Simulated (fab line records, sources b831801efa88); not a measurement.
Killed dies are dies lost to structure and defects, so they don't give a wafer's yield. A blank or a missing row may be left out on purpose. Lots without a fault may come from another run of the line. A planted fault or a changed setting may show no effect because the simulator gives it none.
Which tool did it? | flow gf180mcu | 11 lots, 33 wafers sampled, at 5 steps of a route of 602

WHAT THE GAUGES READ, wafer by wafer
GF_STI_THK_MEAS_04. Usual: STI_CVD_03_THK 206.7 nm, standard deviation 2.1.
lot  | measured    | on            | STI_CVD_03_THK (nm) | flag
L766 | day 2 08:13 | film_metro-03 | 205.6 205.7 204.9   |
L767 | day 2 12:45 | film_metro-03 | 207.0 207.0 205.8   |
L768 | day 2 17:07 | film_metro-04 | 205.1 206.0 203.8   |
L769 | day 2 21:02 | film_metro-04 | 204.6 203.9 203.6   |
L772 | day 3 16:06 | film_metro-02 | 230.4 230.6 231.7   | OFF
L774 | day 3 21:17 | film_metro-03 | 206.6 205.5 205.9   |
L775 | day 4 03:01 | film_metro-03 | 206.8 204.6 207.0   |
L779 | day 4 21:34 | film_metro-03 | 207.1 208.2 209.2   |
L780 | day 5 03:49 | film_metro-02 | 203.5 204.7 205.1   |
L781 | day 5 07:34 | film_metro-02 | 209.8 209.2 209.0   |
L784 | day 6 01:06 | film_metro-04 | 206.2 207.2 205.5   |

GF_M2_CD_MEAS_14: target cd 280 nm. Usual: cd_nm 279.7 nm, standard deviation 1.3.
lot  | measured     | on        | cd_nm (nm)        | flag
L766 | day 20 05:30 | cd_sem-01 | 280.2 280.4 280.5 |
L767 | day 20 09:24 | cd_sem-02 | 278.9 279.2 278.8 |
L768 | day 21 20:39 | cd_sem-02 | 279.4 280.6 278.7 |
L769 | day 21 18:24 | cd_sem-01 | 279.1 280.2 280.0 |
L772 | day 22 23:19 | cd_sem-02 | 280.7 280.8 280.4 |
L774 | day 23 05:23 | cd_sem-01 | 278.9 278.1 279.0 |
L775 | day 23 11:32 | cd_sem-02 | 278.1 281.3 279.9 |
L779 | day 25 00:47 | cd_sem-01 | 279.9 280.5 279.2 |
L780 | day 25 18:50 | cd_sem-02 | 279.0 278.8 280.1 |
L781 | day 25 19:42 | cd_sem-01 | 278.7 278.2 278.1 |
L784 | day 26 23:13 | cd_sem-01 | 278.3 279.3 279.6 |

GF_M2_OVL_MEAS_15. Usual: M2_OVL 0 nm, standard deviation 5.9.
lot  | measured     | on         | M2_OVL (nm) | flag
L766 | day 20 05:37 | overlay-02 | -5 0 2      |
L767 | day 20 09:30 | overlay-02 | 1 -3 1      |
L768 | day 21 20:46 | overlay-02 | -12 -6 -10  |
L769 | day 21 18:31 | overlay-02 | -2 3 -3     |
L772 | day 22 23:25 | overlay-01 | 4 7 1       |
L774 | day 23 05:32 | overlay-01 | 9 1 1       |
L775 | day 23 11:39 | overlay-01 | -2 -3 4     |
L779 | day 25 00:55 | overlay-01 | 7 6 6       |
L780 | day 25 18:56 | overlay-02 | -6 5 -1     |
L781 | day 25 19:48 | overlay-01 | -7 -5 2     |
L784 | day 26 23:20 | overlay-02 | 4 -4 -2     |

WHICH TOOL RAN EACH LOT (tool, then ch and the chambers of the sampled wafers, then the start)
lot  | GF_STI_CVD_03              | GF_STI_ETCH_13
L766 | lpcvd-01 ch 1, day 2 05:14 | rie_diel-04 ch 0,1,2, day 2 19:38
L767 | lpcvd-02 ch 1, day 2 10:46 | rie_diel-02 ch 0,2,3, day 3 01:25
L768 | lpcvd-02 ch 1, day 2 15:08 | rie_diel-02 ch 0,2,3, day 3 06:01
L769 | lpcvd-01 ch 1, day 2 19:03 | rie_diel-02 ch 1,2,3, day 3 09:33
L772 | lpcvd-02 ch 1, day 3 13:06 | rie_diel-01 ch 0,1,3, day 4 04:37
L774 | lpcvd-01 ch 0, day 3 19:19 | rie_diel-01 ch 0,2,3, day 4 11:05
L775 | lpcvd-01 ch 0, day 4 01:02 | rie_diel-04 ch 2,3, day 4 16:58
L779 | lpcvd-01 ch 1, day 4 19:34 | rie_diel-02 ch 1,2,3, day 5 12:04
L780 | lpcvd-01 ch 1, day 5 01:49 | rie_diel-01 ch 0,1, day 5 17:10
L781 | lpcvd-01 ch 0, day 5 05:34 | rie_diel-04 ch 0,1,2, day 5 21:30
L784 | lpcvd-01 ch 1, day 5 22:07 | rie_diel-02 ch 0,2,3, day 6 15:09
- GF_STI_CVD_03: deposits Si3N4 from DCS/NH3, target thk 207.16 nm, time 3551 s.
- GF_STI_ETCH_13: etches the open film in CHF3/O2, stops on Si, target depth 282.31 nm, time 112.9 s.

WHAT THE TOOLS THEMSELVES READ (means of the sampled wafers that have a number; where no wafer has one, the mark that the record gives instead)
GF_STI_CVD_03. Usual: spike_tc_centre_C 771.8 C, standard deviation 1.1; spike_tc_lower_C 769.6 C, standard deviation 1.1; spike_tc_top_C 785.3 C, standard deviation 1.3; spike_tc_upper_C 769.8 C, standard deviation 1.5; susceptor_temp_C 769.97 C, standard deviation 0.29.
lot  | tool     | spike_tc_centre_C (C) | spike_tc_lower_C (C) | spike_tc_top_C (C) | spike_tc_upper_C (C) | susceptor_temp_C (C) | flag
L766 | lpcvd-01 | 770.6                 | 768.6                | 784.0              | 770.0                | 769.89               |
L767 | lpcvd-02 | 772.7                 | 770.3                | 785.6              | 767.8                | 769.85               |
L768 | lpcvd-02 | 772.1                 | 770.5                | 786.0              | 766.9                | 769.62               |
L769 | lpcvd-01 | 771.5                 | 769.7                | 784.2              | 769.7                | 769.93               |
L772 | lpcvd-02 | 778.7                 | 775.3                | 792.9              | 774.5                | 775.83               | OFF
L774 | lpcvd-01 | 772.0                 | 769.5                | 785.5              | 771.6                | 769.75               |
L775 | lpcvd-01 | 772.5                 | 769.7                | 785.3              | 769.7                | 769.75               |
L779 | lpcvd-01 | 772.3                 | 769.4                | 784.7              | 768.9                | 769.78               |
L780 | lpcvd-01 | 771.0                 | 768.8                | 782.7              | 769.5                | 770.10               |
L781 | lpcvd-01 | 772.1                 | 770.4                | 785.4              | 770.9                | 769.90               |
L784 | lpcvd-01 | 771.4                 | 769.2                | 784.6              | 769.6                | 770.08               |

GF_STI_ETCH_13. Usual: drypump_motor_current_A 5.7 A, standard deviation 0.42; oes_product_au 0.832 a.u., standard deviation 0.0061; throttle_valve_pct 8.810 %, standard deviation 0.0099.
lot  | tool        | drypump_motor_current_A (A) | oes_product_au (a.u.) | throttle_valve_pct (%) | flag
L766 | rie_diel-04 | 5.9                         | 0.830                 | 8.803                  |
L767 | rie_diel-02 | 5.6                         | 0.833                 | 8.814                  |
L768 | rie_diel-02 | 5.6                         | 0.831                 | 8.802                  |
L769 | rie_diel-02 | 5.5                         | 0.826                 | 8.809                  |
L772 | rie_diel-01 | 5.9                         | 0.887                 | 8.822                  | OFF
L774 | rie_diel-01 | 5.7                         | 0.832                 | 8.808                  |
L775 | rie_diel-04 | 6.1                         | 0.832                 | 8.811                  |
L779 | rie_diel-02 | 5.5                         | 0.833                 | 8.814                  |
L780 | rie_diel-01 | 6.0                         | 0.829                 | 8.811                  |
L781 | rie_diel-04 | 5.9                         | 0.840                 | 8.811                  |
L784 | rie_diel-02 | 5.6                         | 0.834                 | 8.803                  |

THE ANSWER, worked out from the rows above alone
Rule: a lot is off if the mean of its wafers that have a number lies more than 3 standard deviations from the usual mean. A lot without any number at a reading at which 4 lots or more have one is off too. The other lots that the step has rows for count as sound. The gauges are gone through in route order, then the tools' own readings, and for those a lot's mean is taken as printed above. The first step at which some lot is off is used, and at that step the reading that is off furthest; a lot without a number counts as furthest.
Off: L772, at GF_STI_THK_MEAS_04 (STI_CVD_03_THK).
A tool fits if, at a process step before that reading, it ran every lot that is off, and no sound lot after the first of them. The gauges at GF_STI_THK_MEAS_04 aren't tried: what is off there is off at GF_STI_CVD_03 too, on other tools, and a gauge's error can't cause that. One fits: lpcvd-02 at GF_STI_CVD_03. Its last sound lot is L768 (day 2 15:08), its first lot that is off L772 (day 3 13:06): a fault that began between those two fits.
The tool's own readings at GF_STI_CVD_03 bear it out: on the lots that are off they differ by more than 5 times the standard deviation of the sound lots' means. spike_tc_centre_C reads 778.7 C there against 771.8 C on the sound lots; spike_tc_lower_C reads 775.3 C there against 769.6 C on the sound lots; spike_tc_top_C reads 792.9 C there against 784.8 C on the sound lots; susceptor_temp_C reads 775.83 C there against 769.87 C on the sound lots.

WHAT THE SIMULATOR HAD PUT IN
Process parameter drift: lpcvd-02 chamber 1, from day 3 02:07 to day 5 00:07, at GF_STI_CVD_03. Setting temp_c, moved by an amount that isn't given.
Lots struck among those shown: L772. The rule above found the same.
